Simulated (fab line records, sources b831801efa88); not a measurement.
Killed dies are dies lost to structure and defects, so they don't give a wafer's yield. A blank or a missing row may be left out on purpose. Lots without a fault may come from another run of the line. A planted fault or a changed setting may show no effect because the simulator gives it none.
Which tool did it? | flow gf180mcu | 10 lots, 30 wafers sampled, at 2 steps of a route of 602

WHAT THE GAUGES READ, wafer by wafer
GF_STI_CD_MEAS_12: target cd 220 nm.
lot  | measured    | on        | cd_nm (nm)
L242 | day 2 04:31 | cd_sem-01 | 220.9 220.3 221.4
L243 | day 2 06:05 | cd_sem-02 | 221.7 221.0 221.0
L244 | day 2 11:40 | cd_sem-01 | 221.2 221.5 219.1
L245 | day 2 16:38 | cd_sem-02 | 222.8 221.8 222.2
L246 | day 2 21:55 | cd_sem-02 | 222.4 222.6 220.8
L247 | day 3 02:48 | cd_sem-01 | 220.8 220.3 220.9
L253 | day 4 11:25 | cd_sem-02 | 144.7 221.2 145.6
L256 | day 5 03:55 | cd_sem-01 | 219.5 145.5 220.5
L259 | day 5 17:41 | cd_sem-01 | 220.8 219.8 219.5
L264 | day 6 20:22 | cd_sem-01 | 218.3 218.1 217.6

WHICH TOOL RAN EACH LOT (tool, then ch and the chambers of the sampled wafers, then the start)
lot  | GF_STI_EXPOSE_09
L242 | krf_scanner-02 ch 0, day 1 23:05
L243 | krf_scanner-01 ch 0, day 2 00:08
L244 | krf_scanner-01 ch 0, day 2 05:46
L245 | krf_scanner-02 ch 0, day 2 10:47
L246 | krf_scanner-01 ch 0, day 2 15:29
L247 | krf_scanner-01 ch 0, day 2 20:56
L253 | krf_scanner-01 ch 0, day 4 04:44
L256 | krf_scanner-01 ch 0, day 4 20:46
L259 | krf_scanner-02 ch 0, day 5 10:10
L264 | krf_scanner-02 ch 0, day 6 12:37
- GF_STI_EXPOSE_09: exposes mask COMP, target cd 220 nm.

WHAT THE TOOLS THEMSELVES READ (means of the sampled wafers that have a number; where no wafer has one, the mark that the record gives instead)
GF_STI_EXPOSE_09.
lot  | tool           | exposure_dose_mJ_cm2
L242 | krf_scanner-02 | 28.000
L243 | krf_scanner-01 | 27.988
L244 | krf_scanner-01 | 28.003
L245 | krf_scanner-02 | 27.986
L246 | krf_scanner-01 | 28.018
L247 | krf_scanner-01 | 28.009
L253 | krf_scanner-01 | 27.979
L256 | krf_scanner-01 | 28.006
L259 | krf_scanner-02 | 27.989
L264 | krf_scanner-02 | 27.982

THE ANSWER, worked out from the rows above alone
Rule: what is usual is taken from the lots themselves. Put in order of their means at a reading, lots are off if they are a third of the lots or fewer, leave a main group of 4 or more, and stand apart from it by a gap of 3 or more times the standard deviation of the main group's means; of several such gaps the widest counts. A main group whose means are all the same, to the digits that the tables above print for the reading, isn't used. A lot without any number at a reading at which 4 lots or more have one is off too. The other lots that the step has rows for count as sound. The gauges are gone through in route order, then the tools' own readings, and for those a lot's mean is taken as printed above. The first step at which some lot is off is used, and at that step the reading that is off furthest; a lot without a number counts as furthest.
Off: L253, L256, at GF_STI_CD_MEAS_12 (cd_nm). The main group: mean 220.7 nm, standard deviation 1.2.
A tool fits if, at a process step before that reading, it ran every lot that is off, and no sound lot after the first of them. The gauges at GF_STI_CD_MEAS_12 are tried like those tools. One fits: krf_scanner-01 at GF_STI_EXPOSE_09. Its last sound lot is L247 (day 2 20:56), its first lot that is off L253 (day 4 04:44): a fault that began between those two fits.

WHAT THE SIMULATOR HAD PUT IN
Process parameter drift: krf_scanner-01, from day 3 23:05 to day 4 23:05, at GF_STI_EXPOSE_09. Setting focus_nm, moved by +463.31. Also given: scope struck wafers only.
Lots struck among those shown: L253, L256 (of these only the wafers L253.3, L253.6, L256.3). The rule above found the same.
